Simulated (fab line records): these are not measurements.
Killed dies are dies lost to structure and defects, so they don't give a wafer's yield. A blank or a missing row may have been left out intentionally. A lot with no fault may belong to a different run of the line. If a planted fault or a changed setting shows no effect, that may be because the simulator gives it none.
Which tool was responsible? | flow sky130 | 24 lots, 72 wafers sampled, at 4 steps of a route of 708

WHAT THE GAUGES READ, wafer by wafer
SKY_METAL2_THK_MEAS_06: measures by xrf. Usual: for METAL2_ALCU_THK the level is 251 nm and the standard deviation is 4.
lot  | measured     | on            | METAL2_ALCU_THK (nm) | flag
L074 | day 33 23:53 | film-metro-01 | 248 249 252          |
L075 | day 34 13:11 | film-metro-01 | 246 251 248          |
L076 | day 34 19:41 | film-metro-01 | 251 255 250          |
L077 | day 35 04:35 | film-metro-02 | 248 248 247          |
L078 | day 35 12:29 | film-metro-01 | 249 251 245          |
L079 | day 35 22:46 | film-metro-04 | 254 254 253          |
L080 | day 36 08:29 | film-metro-02 | 249 245 244          |
L081 | day 36 14:25 | film-metro-02 | 253 253 246          |
L082 | day 36 22:37 | film-metro-02 | 240 247 242          |
L083 | day 36 22:58 | film-metro-02 | 248 256 246          |
L084 | day 37 13:47 | film-metro-02 | 260 253 253          |
L085 | day 37 20:59 | film-metro-02 | 253 248 255          |
L086 | day 38 02:17 | film-metro-02 | 254 254 252          |
L087 | day 38 06:57 | film-metro-02 | 253 247 250          |
L088 | day 38 11:17 | film-metro-01 | 248 251 254          |
L089 | day 38 13:48 | film-metro-01 | 254 259 257          |
L090 | day 39 07:54 | film-metro-02 | 250 246 252          |
L091 | day 39 08:26 | film-metro-02 | 249 250 255          |
L092 | day 39 17:50 | film-metro-02 | 246 248 245          |
L093 | day 40 00:16 | film-metro-04 | 253 248 251          |
L094 | day 40 08:53 | film-metro-01 | 257 259 256          |
L095 | day 40 15:40 | film-metro-02 | 253 249 256          |
L096 | day 41 04:54 | film-metro-01 | 244 250 241          |
L097 | day 41 08:44 | film-metro-02 | 250 251 252          |

SKY_CAPM_RS_MEAS_03: the measuring method here is four-point-probe. Usual: for CAPM_TIN_RS the level is 7.01 ohm/sq and the standard deviation is 0.094.
lot  | measured     | on            | CAPM_TIN_RS (ohm/sq) | flag
L074 | day 36 07:13 | film-metro-03 | 7.13 7.04 7.17       |
L075 | day 36 21:32 | film-metro-02 | 6.96 7.00 6.93       |
L076 | day 37 02:19 | film-metro-02 | 6.97 7.04 6.93       |
L077 | day 37 11:44 | film-metro-03 | 6.91 7.01 6.91       |
L078 | day 37 19:52 | film-metro-04 | 7.04 7.01 7.12       |
L079 | day 38 05:29 | film-metro-03 | 6.90 6.93 7.06       |
L080 | day 38 13:34 | film-metro-04 | 7.08 7.01 6.99       |
L081 | day 38 20:59 | film-metro-04 | 7.13 7.06 7.04       |
L082 | day 39 04:18 | film-metro-02 | 7.06 6.94 6.92       |
L083 | day 39 05:44 | film-metro-04 | 6.93 7.02 6.96       |
L084 | day 39 18:25 | film-metro-04 | 7.17 7.16 7.04       |
L085 | day 40 02:03 | film-metro-04 | 7.00 6.91 7.00       |
L086 | day 40 07:00 | film-metro-02 | 6.95 6.93 7.07       |
L087 | day 40 12:02 | film-metro-02 | 6.99 7.10 7.13       |
L088 | day 40 15:30 | film-metro-03 | 7.01 7.05 6.93       |
L089 | day 40 18:10 | film-metro-02 | 6.88 6.93 7.01       |
L090 | day 41 10:43 | film-metro-02 | 7.02 7.12 6.97       |
L091 | day 41 11:51 | film-metro-02 | 6.95 6.85 6.90       |
L092 | day 41 21:29 | film-metro-04 | 7.06 7.05 7.03       |
L093 | day 42 03:44 | film-metro-02 | 7.00 7.06 7.07       |
L094 | day 42 12:41 | film-metro-03 | 6.97 7.06 6.92       |
L095 | day 42 18:30 | film-metro-04 | 6.91 6.89 6.86       |
L096 | day 43 07:05 | film-metro-03 | 7.00 6.84 6.90       |
L097 | day 43 10:56 | film-metro-04 | 7.16 7.20 7.02       |

EACH LOT AND THE TOOL THAT RAN IT (in order: tool; ch and the chambers of the sampled wafers; start)
lot  | SKY_METAL1_METAL_ETCH_19          | SKY_METAL3_SPUTTER_00
L074 | rie-metal-03 ch 0,1, day 32 16:47 | pvd-sputter-02, day 36 06:52
L075 | rie-metal-03 ch 0,1, day 33 06:23 | pvd-sputter-03, day 36 21:10
L076 | rie-metal-01 ch 0,1, day 33 14:46 | pvd-sputter-02, day 37 01:55
L077 | rie-metal-01 ch 0,1, day 33 22:58 | pvd-sputter-04, day 37 11:20
L078 | rie-metal-03 ch 0,1, day 34 07:04 | pvd-sputter-02, day 37 19:28
L079 | rie-metal-03 ch 0,1, day 34 17:38 | pvd-sputter-03, day 38 05:08
L080 | rie-metal-03 ch 1, day 35 03:14   | pvd-sputter-03, day 38 13:13
L081 | rie-metal-02 ch 0,1, day 35 09:44 | pvd-sputter-02, day 38 20:38
L082 | rie-metal-03 ch 0,1, day 35 18:08 | pvd-sputter-04, day 39 03:58
L083 | rie-metal-01 ch 0,1, day 35 18:29 | pvd-sputter-03, day 39 05:23
L084 | rie-metal-01 ch 0,1, day 36 09:17 | pvd-sputter-02, day 39 18:05
L085 | rie-metal-03 ch 0,1, day 36 16:20 | pvd-sputter-04, day 40 01:41
L086 | rie-metal-02 ch 0,1, day 36 20:16 | pvd-sputter-02, day 40 06:37
L087 | rie-metal-01 ch 0, day 37 02:22   | pvd-sputter-02, day 40 11:40
L088 | rie-metal-01 ch 0, day 37 06:47   | pvd-sputter-04, day 40 15:07
L089 | rie-metal-01 ch 0,1, day 37 09:34 | pvd-sputter-04, day 40 17:47
L090 | rie-metal-01 ch 0,1, day 38 03:56 | pvd-sputter-02, day 41 10:21
L091 | rie-metal-02 ch 0,1, day 38 04:35 | pvd-sputter-03, day 41 11:31
L092 | rie-metal-02 ch 0,1, day 38 14:29 | pvd-sputter-03, day 41 21:08
L093 | rie-metal-02 ch 1, day 38 20:29   | pvd-sputter-02, day 42 03:22
L094 | rie-metal-03 ch 0,1, day 39 04:58 | pvd-sputter-04, day 42 12:18
L095 | rie-metal-02 ch 0,1, day 39 12:32 | pvd-sputter-03, day 42 18:09
L096 | rie-metal-03 ch 0, day 40 01:25   | pvd-sputter-03, day 43 06:45
L097 | rie-metal-03 ch 0, day 40 06:10   | pvd-sputter-04, day 43 10:34
- SKY_METAL1_METAL_ETCH_19: etches the open film in Cl2/BCl3, stops on SiO2, target depth 360 nm, time 78 s.
- SKY_METAL3_SPUTTER_00: material Ti, target thk 15 nm, time 10 s.

AS READ BY THE TOOLS THEMSELVES (means over the sampled wafers that have a number; for cases with no such wafer, the mark the record gives instead)
SKY_METAL1_METAL_ETCH_19. Usual: chamber-pressure-mTorr 10.001 mTorr, standard deviation 0.012; drypump-motor-current-A 5.9 A, standard deviation 0.43; oes-product-au 0.852 a.u., standard deviation 0.006; throttle-valve-pct 22.264 %, standard deviation 0.0096.
lot  | tool         | chamber-pressure-mTorr (mTorr) | drypump-motor-current-A (A) | oes-product-au (a.u.) | throttle-valve-pct (%) | flag
L074 | rie-metal-03 | 10.002                         | 6.3                         | 0.853                 | 22.261                 |
L075 | rie-metal-03 | 9.997                          | 6.4                         | 0.846                 | 22.260                 |
L076 | rie-metal-01 | 10.005                         | 5.8                         | 0.850                 | 22.261                 |
L077 | rie-metal-01 | 9.997                          | 5.5                         | 0.853                 | 22.262                 |
L078 | rie-metal-03 | 9.999                          | 6.3                         | 0.855                 | 22.266                 |
L079 | rie-metal-03 | 10.004                         | 6.3                         | 0.850                 | 22.258                 |
L080 | rie-metal-03 | 10.005                         | 6.1                         | 0.854                 | 22.254                 |
L081 | rie-metal-02 | 9.997                          | 5.5                         | 0.846                 | 22.264                 |
L082 | rie-metal-03 | 9.998                          | 6.2                         | 0.858                 | 22.259                 |
L083 | rie-metal-01 | 10.004                         | 5.8                         | 0.854                 | 22.263                 |
L084 | rie-metal-01 | 9.992                          | 5.8                         | 0.853                 | 22.262                 |
L085 | rie-metal-03 | 9.993                          | 6.3                         | 0.850                 | 22.274                 |
L086 | rie-metal-02 | 10.005                         | 5.7                         | 0.858                 | 22.280                 |
L087 | rie-metal-01 | 9.998                          | 5.3                         | 0.842                 | 22.254                 |
L088 | rie-metal-01 | 10.002                         | 5.4                         | 0.852                 | 22.263                 |
L089 | rie-metal-01 | 10.029                         | 5.8                         | 0.859                 | 22.269                 |
L090 | rie-metal-01 | 10.000                         | 5.8                         | 0.849                 | 22.263                 |
L091 | rie-metal-02 | 9.996                          | 5.7                         | 0.852                 | 22.259                 |
L092 | rie-metal-02 | 10.003                         | 5.8                         | 0.851                 | 22.272                 |
L093 | rie-metal-02 | 10.002                         | 5.3                         | 0.853                 | 22.260                 |
L094 | rie-metal-03 | 10.004                         | 6.2                         | 0.856                 | 22.266                 |
L095 | rie-metal-02 | 10.009                         | 5.7                         | 0.848                 | 22.260                 |
L096 | rie-metal-03 | 10.001                         | 6.4                         | 0.848                 | 22.257                 |
L097 | rie-metal-03 | 10.000                         | 6.4                         | 0.860                 | 22.265                 |

SKY_METAL3_SPUTTER_00. Usual: cathode-dc-power-W 3000.1 W, standard deviation 0.53; throttle-valve-pct 29.8 %, standard deviation 1.3.
lot  | tool           | cathode-dc-power-W (W) | throttle-valve-pct (%) | flag
L074 | pvd-sputter-02 | 2999.6                 | 29.0                   |
L075 | pvd-sputter-03 | 3000.2                 | 31.2                   |
L076 | pvd-sputter-02 | 3000.0                 | 29.5                   |
L077 | pvd-sputter-04 | 3000.5                 | 27.9                   |
L078 | pvd-sputter-02 | 3000.0                 | 30.1                   |
L079 | pvd-sputter-03 | 3000.3                 | 30.4                   |
L080 | pvd-sputter-03 | 3000.5                 | 30.5                   |
L081 | pvd-sputter-02 | 3000.5                 | 30.1                   |
L082 | pvd-sputter-04 | 3000.6                 | 28.9                   |
L083 | pvd-sputter-03 | 3000.3                 | 31.4                   |
L084 | pvd-sputter-02 | 3000.0                 | 29.2                   |
L085 | pvd-sputter-04 | 3000.2                 | 28.6                   |
L086 | pvd-sputter-02 | 3000.3                 | 29.4                   |
L087 | pvd-sputter-02 | 2999.9                 | 28.9                   |
L088 | pvd-sputter-04 | 3000.0                 | 29.1                   |
L089 | pvd-sputter-04 | 3000.1                 | 29.0                   |
L090 | pvd-sputter-02 | 3000.3                 | 30.5                   |
L091 | pvd-sputter-03 | 2999.9                 | 31.2                   |
L092 | pvd-sputter-03 | 2999.7                 | 30.0                   |
L093 | pvd-sputter-02 | 3000.2                 | 29.8                   |
L094 | pvd-sputter-04 | 3000.2                 | 28.4                   |
L095 | pvd-sputter-03 | 3000.4                 | 31.1                   |
L096 | pvd-sputter-03 | 2999.6                 | 30.7                   |
L097 | pvd-sputter-04 | 3000.4                 | 29.2                   |

THE ANSWER, worked out from the rows above alone
Rule: lot off if the mean of its wafers having a number is beyond 3 standard deviations from the usual mean. Also off: a lot with no number at a reading for which 4 or more lots have one. Where the step has rows for the other lots, those lots are counted as sound. Order of review: gauges by route order, followed by the tools' own readings, for which a lot's mean as printed above is used. At the first step where some lot is off, the reading lying furthest off is the one used; lots without a number count as furthest.
Nothing can be told from this: no lot is off at any reading shown.

WHAT THE SIMULATOR PUT IN
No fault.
